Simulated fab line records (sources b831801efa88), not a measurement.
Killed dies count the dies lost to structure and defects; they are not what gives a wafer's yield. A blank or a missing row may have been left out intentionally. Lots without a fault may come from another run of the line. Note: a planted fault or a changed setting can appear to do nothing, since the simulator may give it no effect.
What tool caused it? || flow sky130 || Sampling: 8 lots, 24 wafers, 5 of 708 route steps

WHAT EACH GAUGE READ, for each wafer
SKY_NWELL_TW_MEAS_26. Usual: NWELL_2_TW 493, standard deviation 4.7.
{"lot": "L260", "measured": "day 5 04:10", "on": "film metro-04", "NWELL_2_TW": "495 492 493", "flag": ""}
{"lot": "L261", "measured": "day 5 11:07", "on": "film metro-03", "NWELL_2_TW": "488 491 490", "flag": ""}
{"lot": "L262", "measured": "day 5 20:43", "on": "film metro-04", "NWELL_2_TW": "492 494 489", "flag": ""}
{"lot": "L263", "measured": "day 6 01:22", "on": "film metro-01", "NWELL_2_TW": "499 498 499", "flag": ""}
{"lot": "L264", "measured": "day 6 07:37", "on": "film metro-04", "NWELL_2_TW": "494 495 492", "flag": ""}
{"lot": "L265", "measured": "day 6 15:34", "on": "film metro-01", "NWELL_2_TW": "500 500 499", "flag": ""}
{"lot": "L266", "measured": "day 6 17:55", "on": "film metro-01", "NWELL_2_TW": "498 498 496", "flag": ""}
{"lot": "L267", "measured": "day 6 21:14", "on": "film metro-01", "NWELL_2_TW": "501 498 497", "flag": ""}

SKY_VT_ADJUST_HVTP_CD_MEAS_07: target cd 380 nm. Usual: cd nm at 379.7 nm, with a standard deviation of 2.5.
{"lot": "L260", "measured": "day 5 22:20", "on": "cd sem-02", "cd nm (nm)": "375.4 376.5 377.3", "flag": ""}
{"lot": "L261", "measured": "day 6 04:52", "on": "cd sem-01", "cd nm (nm)": "375.4 378.3 375.5", "flag": ""}
{"lot": "L262", "measured": "day 6 14:58", "on": "cd sem-02", "cd nm (nm)": "377.8 380.3 379.9", "flag": ""}
{"lot": "L263", "measured": "day 6 18:59", "on": "cd sem-01", "cd nm (nm)": "380.5 380.9 382.3", "flag": ""}
{"lot": "L264", "measured": "day 7 00:56", "on": "cd sem-02", "cd nm (nm)": "378.4 380.6 378.5", "flag": ""}
{"lot": "L265", "measured": "day 7 09:37", "on": "cd sem-01", "cd nm (nm)": "380.5 378.8 384.2", "flag": ""}
{"lot": "L266", "measured": "day 7 12:46", "on": "cd sem-01", "cd nm (nm)": "377.7 375.5 376.3", "flag": ""}
{"lot": "L267", "measured": "day 7 16:25", "on": "cd sem-01", "cd nm (nm)": "374.6 375.2 376.6", "flag": ""}

SKY_VT_ADJUST_LVTN_TW_MEAS_10. Usual: VT_ADJUST_LVTN_TW 243.1, standard deviation 3.
{"lot": "L260", "measured": "day 6 16:07", "on": "film metro-02", "VT_ADJUST_LVTN_TW": "245.9 245.5 245.7", "flag": ""}
{"lot": "L261", "measured": "day 6 22:58", "on": "film metro-01", "VT_ADJUST_LVTN_TW": "241.8 241.3 242.1", "flag": ""}
{"lot": "L262", "measured": "day 7 09:37", "on": "film metro-04", "VT_ADJUST_LVTN_TW": "238.3 238.7 238.1", "flag": ""}
{"lot": "L263", "measured": "day 7 14:34", "on": "film metro-02", "VT_ADJUST_LVTN_TW": "245.9 245.8 246.1", "flag": ""}
{"lot": "L264", "measured": "day 7 20:36", "on": "film metro-02", "VT_ADJUST_LVTN_TW": "478.2 479.5 478.9", "flag": "OFF"}
{"lot": "L265", "measured": "day 8 06:52", "on": "film metro-02", "VT_ADJUST_LVTN_TW": "477.5 477.5 476.3", "flag": "OFF"}
{"lot": "L266", "measured": "day 8 09:57", "on": "film metro-02", "VT_ADJUST_LVTN_TW": "480.0 478.2 477.7", "flag": "OFF"}
{"lot": "L267", "measured": "day 8 13:08", "on": "film metro-04", "VT_ADJUST_LVTN_TW": "469.9 469.2 469.0", "flag": "OFF"}

TOOL THAT RAN EACH LOT (tool first, then ch and the chambers of the sampled wafers, then the start)
{"lot": "L260", "SKY_NWELL_RTA_28": "rtp anneal-01 ch 0, day 5 04:17", "SKY_VT_ADJUST_LVTN_IMPLANT_08": "implanter-02 ch 0, day 6 15:52"}
{"lot": "L261", "SKY_NWELL_RTA_28": "rtp anneal-02 ch 0, day 5 11:14", "SKY_VT_ADJUST_LVTN_IMPLANT_08": "implanter-04 ch 0, day 6 22:43"}
{"lot": "L262", "SKY_NWELL_RTA_28": "rtp anneal-02 ch 0, day 5 20:50", "SKY_VT_ADJUST_LVTN_IMPLANT_08": "implanter-04 ch 0, day 7 09:23"}
{"lot": "L263", "SKY_NWELL_RTA_28": "rtp anneal-02 ch 0, day 6 01:29", "SKY_VT_ADJUST_LVTN_IMPLANT_08": "implanter-04 ch 0, day 7 14:19"}
{"lot": "L264", "SKY_NWELL_RTA_28": "rtp anneal-01 ch 0, day 6 07:43", "SKY_VT_ADJUST_LVTN_IMPLANT_08": "implanter-03 ch 0, day 7 20:21"}
{"lot": "L265", "SKY_NWELL_RTA_28": "rtp anneal-02 ch 0, day 6 15:41", "SKY_VT_ADJUST_LVTN_IMPLANT_08": "implanter-04 ch 0, day 8 06:37"}
{"lot": "L266", "SKY_NWELL_RTA_28": "rtp anneal-01 ch 0, day 6 18:01", "SKY_VT_ADJUST_LVTN_IMPLANT_08": "implanter-03 ch 0, day 8 09:42"}
{"lot": "L267", "SKY_NWELL_RTA_28": "rtp anneal-01 ch 0, day 6 21:22", "SKY_VT_ADJUST_LVTN_IMPLANT_08": "implanter-02 ch 0, day 8 12:55"}
- SKY_NWELL_RTA_28: time 30 s.
- SKY_VT_ADJUST_LVTN_IMPLANT_08

WHAT THE TOOLS THEMSELVES READ (means of the sampled wafers that have a number; where no wafer has one, the mark that the record gives instead)
SKY_NWELL_RTA_28. Usual: lamp power pct 25.30 %, standard deviation 0.056; ramp down c per s 90.001, standard deviation 0.016; ramp up c per s 150.00, standard deviation 0.027; wafer_temp_C_max 1055.0, standard deviation 1.
{"lot": "L260", "tool": "rtp anneal-01", "lamp power pct (%)": 25.32, "ramp down c per s": 90.007, "ramp up c per s": 149.99, "wafer_temp_C_max": 1055.3, "flag": ""}
{"lot": "L261", "tool": "rtp anneal-02", "lamp power pct (%)": 25.24, "ramp down c per s": 89.991, "ramp up c per s": 150.00, "wafer_temp_C_max": 1055.1, "flag": ""}
{"lot": "L262", "tool": "rtp anneal-02", "lamp power pct (%)": 25.30, "ramp down c per s": 90.006, "ramp up c per s": 149.99, "wafer_temp_C_max": 1056.0, "flag": ""}
{"lot": "L263", "tool": "rtp anneal-02", "lamp power pct (%)": 25.34, "ramp down c per s": 90.002, "ramp up c per s": 150.02, "wafer_temp_C_max": 1055.1, "flag": ""}
{"lot": "L264", "tool": "rtp anneal-01", "lamp power pct (%)": 25.33, "ramp down c per s": 90.001, "ramp up c per s": 150.01, "wafer_temp_C_max": 1056.8, "flag": ""}
{"lot": "L265", "tool": "rtp anneal-02", "lamp power pct (%)": 25.32, "ramp down c per s": 89.998, "ramp up c per s": 149.97, "wafer_temp_C_max": 1055.4, "flag": ""}
{"lot": "L266", "tool": "rtp anneal-01", "lamp power pct (%)": 25.27, "ramp down c per s": 90.000, "ramp up c per s": 150.00, "wafer_temp_C_max": 1053.7, "flag": ""}
{"lot": "L267", "tool": "rtp anneal-01", "lamp power pct (%)": 25.33, "ramp down c per s": 90.004, "ramp up c per s": 150.02, "wafer_temp_C_max": 1054.8, "flag": ""}

SKY_VT_ADJUST_LVTN_IMPLANT_08. Usual: beam energy keV at 29.999, with a standard deviation of 0.0092.
{"lot": "L260", "tool": "implanter-02", "beam energy keV": 29.984, "flag": ""}
{"lot": "L261", "tool": "implanter-04", "beam energy keV": 30.003, "flag": ""}
{"lot": "L262", "tool": "implanter-04", "beam energy keV": 29.986, "flag": ""}
{"lot": "L263", "tool": "implanter-04", "beam energy keV": 29.998, "flag": ""}
{"lot": "L264", "tool": "implanter-03", "beam energy keV": 30.003, "flag": ""}
{"lot": "L265", "tool": "implanter-04", "beam energy keV": 29.991, "flag": ""}
{"lot": "L266", "tool": "implanter-03", "beam energy keV": 30.004, "flag": ""}
{"lot": "L267", "tool": "implanter-02", "beam energy keV": 29.994, "flag": ""}

THE ANSWER, worked out from the rows above alone
Rule: a lot counts as off when the mean over its wafers that have a number is more than 3 standard deviations away from the usual mean. Also off: a lot with no number at a reading for which 4 or more lots have one. All remaining lots with rows at the step are treated as sound. After the gauges, taken in route order, come the tools' own readings; for these a lot's mean is taken, as printed above. The first step at which some lot is off is used, and at that step the reading that is off furthest; a lot without a number counts as furthest.
Off: at SKY_VT_ADJUST_LVTN_TW_MEAS_10 (VT_ADJUST_LVTN_TW), L264, L265, L266, L267.
A tool fits if, at a process step before that reading, it ran every lot that is off, and no sound lot after the first of them. Those tools and the gauges at SKY_VT_ADJUST_LVTN_TW_MEAS_10 are tried in the same way. Of those tried, none fits.

WHAT HAD BEEN PUT IN BY THE SIMULATOR
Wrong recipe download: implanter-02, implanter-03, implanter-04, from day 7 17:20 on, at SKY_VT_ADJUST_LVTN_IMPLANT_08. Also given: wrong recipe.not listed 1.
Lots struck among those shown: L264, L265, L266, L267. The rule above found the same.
